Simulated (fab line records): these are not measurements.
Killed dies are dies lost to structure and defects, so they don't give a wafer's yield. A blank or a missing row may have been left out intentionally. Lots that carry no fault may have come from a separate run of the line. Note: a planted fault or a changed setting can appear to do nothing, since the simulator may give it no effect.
8D (eight disciplines) problem report, filled in by code | flow gf180mcu | the parts of the form that need people (team, actions taken, sign-off) are left out

## 1. WHAT WENT WRONG
HV_LDD_TW at GF_HV_LDD_TW_MEAS_11 reads a mean of 1221 on 6 wafers of 2 lots; wafers without a fault read 2432 with a standard deviation of 14. Measured from the usual mean, that is -86 standard deviations.
Seen first at day 15 04:53 on film metro-04, wafer L739.2. The record holds 33 wafers of 11 lots with a number at this step. By rule, "out" or "out of limits" means more than 4 standard deviations away from the usual mean. The other wafers with a number count as sound.

## 2. WHAT IT IS; WHAT IT IS NOT
question                    | is                     | is not
which readings at this step | HV_LDD_TW              | -
which lots                  | L739, L740             | L724, L725, L728, L729, L730, L732, L741, L744, L745
which wafers of those lots  | all that have a number | -
read on which gauges        | film metro-04          | film metro-01, film metro-02
when                        | from day 15 04:53      | up to then (18 sound wafers); but 9 sound wafers of L741, L744, L745 came after

## 3. SUSPECTS, AND WHAT RULES EACH OUT
Counting: a tool at any process step up to the reading remains a suspect when it ran all the lots that are out and ran no sound lot after the first of those.
- the gauge at GF_HV_LDD_TW_MEAS_11 is ruled out. All the wafers that are out were read on film metro-04, but those of them that GF_HV_LDD_IMPLANT_09 has rows for are out there too, on other tools.
- implanter-01 at GF_HV_LDD_IMPLANT_09: kept. It ran every lot that is out, first L739 (day 15 04:38), and no sound lot after that; its last sound lot up to then is L732 (day 13 01:17). Its own readings are out on those wafers: dose ions cm2, faraday current uA.
Left after counting: implanter-01 at GF_HV_LDD_IMPLANT_09.

## 4. THE CAUSE (what the simulator had put in)
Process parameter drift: implanter-01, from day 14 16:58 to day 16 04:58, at GF_HV_LDD_IMPLANT_09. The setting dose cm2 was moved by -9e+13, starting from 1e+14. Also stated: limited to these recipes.
Only this tool survived the counting.

## 5. THE EFFECT CHAIN, in route order
Each row: a reading where the mean over the struck wafers with a number is more than 3 standard deviations away from the usual. Readings are gone through only where the record gives a usual standard deviation; hours: the median, over the lots, of the time from a lot's start at the first step in this table giving one to that lot's start at this step; sigmas: the change measured in usual standard deviations.
hours | step                 | reading            | usual        | on struck wafers | change     | sigmas
0     | GF_HV_LDD_IMPLANT_09 | dose ions cm2      | 9.999e+13    | 1.003e+13        | -8.996e+13 | -99 or more
0     | GF_HV_LDD_IMPLANT_09 | faraday current uA | 564          | 56               | -508       | -42
0     | GF_HV_LDD_TW_MEAS_11 | HV_LDD_TW          | 2432         | 1221             | -1211      | -86
67    | GF_HV_LDD_RS_MEAS_53 | HV_LDD_RS          | 418.3 ohm/sq | 763.1            | +344.8     | +99 or more
Its process steps:
- GF_HV_LDD_IMPLANT_09

## 6. HOW IT WOULD HAVE BEEN CAUGHT EARLIER
12 hours passed between the start of the fault at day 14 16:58 and the first reading out of limits at a measuring or inspecting step in this record, taken at day 15 04:53.
The tool's own readings at GF_HV_LDD_IMPLANT_09 were out on every struck wafer that the step has a row for (dose ions cm2, faraday current uA): an alarm limit on them would have fired on the first of those.
Among the 2 lots that are out, L740 began GF_HV_LDD_IMPLANT_09 on implanter-01 after day 15 04:53. A hold on the tool at that time would have spared it.
